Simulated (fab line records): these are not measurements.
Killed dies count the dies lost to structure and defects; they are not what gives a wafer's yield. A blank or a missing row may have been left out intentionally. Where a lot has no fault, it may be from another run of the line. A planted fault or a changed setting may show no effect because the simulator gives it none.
8D (eight disciplines) problem report, filled in by code / flow gf180mcu / the parts of the form that need people (team, actions taken, sign-off) are left out

## 1. WHAT WENT WRONG
Across 2 wafers from 2 lots, M2_ALCU_RS at GF_M2_RS_MEAS_05 averages 0.0614 ohm/sq, while fault-free wafers read 0.0693 ohm/sq with a standard deviation of 0.00086. That is -9.2 standard deviations from the usual mean.
The step: measures by four-point-probe.
Seen first at day 25 10:52 on filmMetro-03, wafer L990.1. Wafers with a number at this step in the record: 33, from 11 lots. By rule, "out" or "out of limits" means more than 4 standard deviations away from the usual mean. All remaining wafers that have a number are taken as sound.

## 2. WHAT IT IS, AND WHAT IT ISN'T
question=which readings at this step | is=M2_ALCU_RS | is not=-
question=which lots | is=L990, L991 | is not=L976, L977, L978, L979, L980, L983, L984, L992, L993
question=which wafers of those lots | is=L990.1, L991.2 | is not=L990.2, L990.4, L991.1, L991.5
question=read on which gauges | is=filmMetro-02, filmMetro-03 | is not=filmMetro-01
question=when | is=from day 25 10:52 | is not=up to then (23 sound wafers); but 8 sound wafers of L991, L992, L993 came after

## 3. THE SUSPECTS, EACH WITH WHAT RULES IT OUT
Counting: any tool at a process step up to the reading remains a suspect provided it ran every lot that is out. Sound lots after the first of them don't rule it out here, since some wafers of a struck lot are sound.
- the gauge at GF_M2_RS_MEAS_05 has been ruled out. Those wafers that are out were read across 2 gauges (filmMetro-02, filmMetro-03).
- pvdSputter-01 at GF_M2_SPUTTER_02 (material AlCu, target thk 450 nm, time 23.9 s): kept. Ran every lot that is out, first one L990 (day 25 10:46); last sound lot up to then L983 (day 23 01:49). Out on those wafers are its own readings of cathodeDcPowerW.
Remaining after the count: pvdSputter-01 at GF_M2_SPUTTER_02.

## 4. THE CAUSE (what the simulator had put in)
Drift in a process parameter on pvdSputter-01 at GF_M2_SPUTTER_02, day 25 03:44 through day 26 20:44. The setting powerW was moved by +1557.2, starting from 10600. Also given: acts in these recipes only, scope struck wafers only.
Only this tool survived the counting.

## 5. SEQUENCE OF EFFECTS, ordered by route
One row per reading whose mean, taken over the struck wafers that have a number, lies over 3 standard deviations from the usual. Readings are gone through only where the record gives a usual standard deviation; hours: the median, over the lots, of the time from a lot's start at the first step in this table giving one to that lot's start at this step; sigmas: the change measured in usual standard deviations.
hours=0; step=GF_M2_SPUTTER_02; reading=cathodeDcPowerW; usual=10600 W; on struck wafers=12156; change=+1556; sigmas=+99 or more
hours=0; step=GF_M2_RS_MEAS_05; reading=M2_ALCU_RS; usual=0.0693 ohm/sq; on struck wafers=0.0614; change=-0.0079; sigmas=-9.2
hours=0; step=GF_M2_THK_MEAS_06; reading=M2_ALCU_THK; usual=457 nm; on struck wafers=516; change=+58; sigmas=+9.3
Here are the process steps it includes:
- GF_M2_SPUTTER_02: material AlCu, target thk 450 nm, time 23.9 s.
Later measuring or inspecting steps at which every struck wafer that the step has a row for has a number for every such reading, and none has moved that far: GF_V3_OVL_MEAS_15, GF_V4_BOW_MEAS_05.

## 6. WHAT WOULD HAVE CAUGHT IT SOONER
The first out-of-limits reading at a measuring or inspecting step in this record came at day 25 10:52, 7 hours after the fault's start at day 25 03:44.
Tool's own readings at GF_M2_SPUTTER_02, cathodeDcPowerW: out on all struck wafers the step has rows for; an alarm limit on them would have tripped on the first.
Among the 2 lots that are out, L991 began GF_M2_SPUTTER_02 on pvdSputter-01 after day 25 10:52. A tool hold placed at that time would have kept it from harm.
